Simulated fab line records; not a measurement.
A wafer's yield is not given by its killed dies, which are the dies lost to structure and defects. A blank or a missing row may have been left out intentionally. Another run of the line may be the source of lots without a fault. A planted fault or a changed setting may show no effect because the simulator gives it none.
What tool caused it? | flow gf180mcu | 14 lots with 42 wafers sampled at 4 steps, on a route of 602 steps

== WHAT EACH GAUGE READ, for each wafer ==
GF_V3_BOW_MEAS_05.
lot  | measured     | on            | V3_BOW (um)
L756 | day 21 09:58 | film_metro-02 | 107 106 120
L757 | day 21 17:23 | film_metro-03 | 117 120 116
L758 | day 22 01:23 | film_metro-02 | 119 113 99
L759 | day 22 13:20 | film_metro-03 | 116 119 108
L760 | day 22 20:01 | film_metro-03 | 126 124 115
L761 | day 23 08:32 | film_metro-03 | 118 102 112
L762 | day 23 17:31 | film_metro-02 | 112 131 110
L764 | day 24 08:36 | film_metro-03 | 117 126 131
L766 | day 25 00:40 | film_metro-01 | 110 107 113
L769 | day 26 02:02 | film_metro-02 | 126 113 130
L773 | day 27 02:34 | film_metro-03 | 111 123 117
L775 | day 27 18:04 | film_metro-03 | 105 116 104
L778 | day 28 14:24 | film_metro-01 | 124 122 113
L779 | day 29 02:45 | film_metro-03 | 132 115 113

GF_V3_CD_MEAS_14: the cd target is 260 nm.
lot  | measured     | on        | cd_nm (nm)
L756 | day 22 10:01 | cd_sem-01 | 261.2 260.3 262.1
L757 | day 22 17:31 | cd_sem-02 | 259.1 258.6 258.8
L758 | day 23 01:11 | cd_sem-01 | 261.0 259.5 260.3
L759 | day 23 12:21 | cd_sem-02 | 259.3 259.7 260.6
L760 | day 23 18:38 | cd_sem-01 | 259.5 259.7 259.8
L761 | day 24 06:36 | cd_sem-02 | 259.9 259.3 259.4
L762 | day 24 15:20 | cd_sem-02 | 260.6 260.4 259.7
L764 | day 25 06:26 | cd_sem-02 | 260.8 261.3 260.9
L766 | day 25 22:05 | cd_sem-02 | 259.9 259.9 260.2
L769 | day 26 23:00 | cd_sem-02 | 261.1 261.2 261.7
L773 | day 27 22:20 | cd_sem-02 | 260.4 260.6 260.6
L775 | day 28 13:53 | cd_sem-01 | 259.8 260.6 261.7
L778 | day 29 09:38 | cd_sem-01 | 261.1 261.1 261.6
L779 | day 29 21:47 | cd_sem-02 | 262.0 261.4 261.7

GF_M4_THK_MEAS_06: measures by xrf.
lot  | measured     | on            | M4_ALCU_THK (nm)
L756 | day 22 11:52 | film_metro-04 | 474 480 476
L757 | day 22 19:21 | film_metro-04 | 462 460 461
L758 | day 23 03:02 | film_metro-04 | 472 472 472
L759 | day 23 14:11 | film_metro-02 | 474 471 476
L760 | day 23 20:29 | film_metro-03 | 459 461 462
L761 | day 24 08:26 | film_metro-04 | 470 468 472
L762 | day 24 17:13 | film_metro-04 | 464 468 462
L764 | day 25 08:19 | film_metro-03 | 467 471 472
L766 | day 25 23:56 | film_metro-03 | 470 463 464
L769 | day 27 00:50 | film_metro-04 | 478 475 480
L773 | day 28 00:11 | film_metro-04 | 475 473 472
L775 | day 28 15:46 | film_metro-04 | 472 467 474
L778 | day 29 11:37 | film_metro-02 | 467 467 462
L779 | day 29 23:44 | film_metro-04 | 465 465 468

== TOOL THAT RAN EACH LOT (tool first, then ch and the chambers of the sampled wafers, then the start) ==
lot  | GF_M4_SPUTTER_03
L756 | pvd_sputter-01, day 22 11:40
L757 | pvd_sputter-04, day 22 19:09
L758 | pvd_sputter-02, day 23 02:52
L759 | pvd_sputter-02, day 23 14:00
L760 | pvd_sputter-04, day 23 20:19
L761 | pvd_sputter-02, day 24 08:15
L762 | pvd_sputter-04, day 24 17:02
L764 | pvd_sputter-01, day 25 08:08
L766 | pvd_sputter-04, day 25 23:46
L769 | pvd_sputter-01, day 27 00:39
L773 | pvd_sputter-04, day 28 00:00
L775 | pvd_sputter-04, day 28 15:35
L778 | pvd_sputter-02, day 29 11:26
L779 | pvd_sputter-02, day 29 23:33
- GF_M4_SPUTTER_03: material Ti, target thk 10 nm, time 6.7 s.

== AS READ BY THE TOOLS THEMSELVES (means over the sampled wafers that have a number; for cases with no such wafer, the mark the record gives instead) ==
GF_M4_SPUTTER_03.
lot  | tool           | cathode_dc_power_W (W) | throttle_valve_pct (%)
L756 | pvd_sputter-01 | 2999.9                 | 29.2
L757 | pvd_sputter-04 | 3000.0                 | 30.8
L758 | pvd_sputter-02 | 3000.2                 | 29.9
L759 | pvd_sputter-02 | 3000.4                 | 28.8
L760 | pvd_sputter-04 | 2999.4                 | 30.6
L761 | pvd_sputter-02 | 2999.8                 | 28.9
L762 | pvd_sputter-04 | 3000.2                 | 30.7
L764 | pvd_sputter-01 | 3000.2                 | 29.4
L766 | pvd_sputter-04 | 2999.5                 | 30.8
L769 | pvd_sputter-01 | 3000.2                 | 29.0
L773 | pvd_sputter-04 | 2721.1                 | 30.1
L775 | pvd_sputter-04 | 2721.6                 | 30.5
L778 | pvd_sputter-02 | 2999.8                 | 29.1
L779 | pvd_sputter-02 | 3000.0                 | 30.4

== THE ANSWER, worked out from the rows above alone ==
Rule: the lots themselves supply what counts as usual. The widest of any qualifying gaps counts: lots, ordered by their means at a reading, are off when they make up no more than a third of the lots, leave a main group of 4 or more, and stand apart from it by 3 or more times the standard deviation of that group's means. The tables above print the reading to a certain number of digits; a main group whose means all agree to those digits is not used. Also off: a lot with no number at a reading for which 4 or more lots have one. Any other lot the step has rows for is counted as sound. Order of review: gauges by route order, followed by the tools' own readings, for which a lot's mean as printed above is used. At the first step where some lot is off, the reading lying furthest off is the one used; lots without a number count as furthest.
Off: L773, L775, at GF_M4_SPUTTER_03 (cathode_dc_power_W). For the main group the mean is 3000.0 W and the standard deviation 0.29.
A tool fits if, at that step or a process step before it, it ran every lot that is off, and no sound lot after the first of them. One fits: pvd_sputter-04 at GF_M4_SPUTTER_03. A fault onset in the window from L766 (day 25 23:46, its last sound lot) to L773 (day 28 00:00, its first lot off) fits.
On the lots that are off, the tool's own readings at GF_M4_SPUTTER_03 differ by more than 5 times the standard deviation of the sound lots' means, which bears it out; cathode_dc_power_W reads 2721.3 W there versus 3000.0 W on the sound lots.

== WHAT THE SIMULATOR PUT IN ==
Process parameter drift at GF_M4_SPUTTER_03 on pvd_sputter-04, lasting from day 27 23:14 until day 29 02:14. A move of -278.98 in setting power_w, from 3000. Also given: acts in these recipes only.
Shown lots that were struck: L773, L775. The rule above found the same.
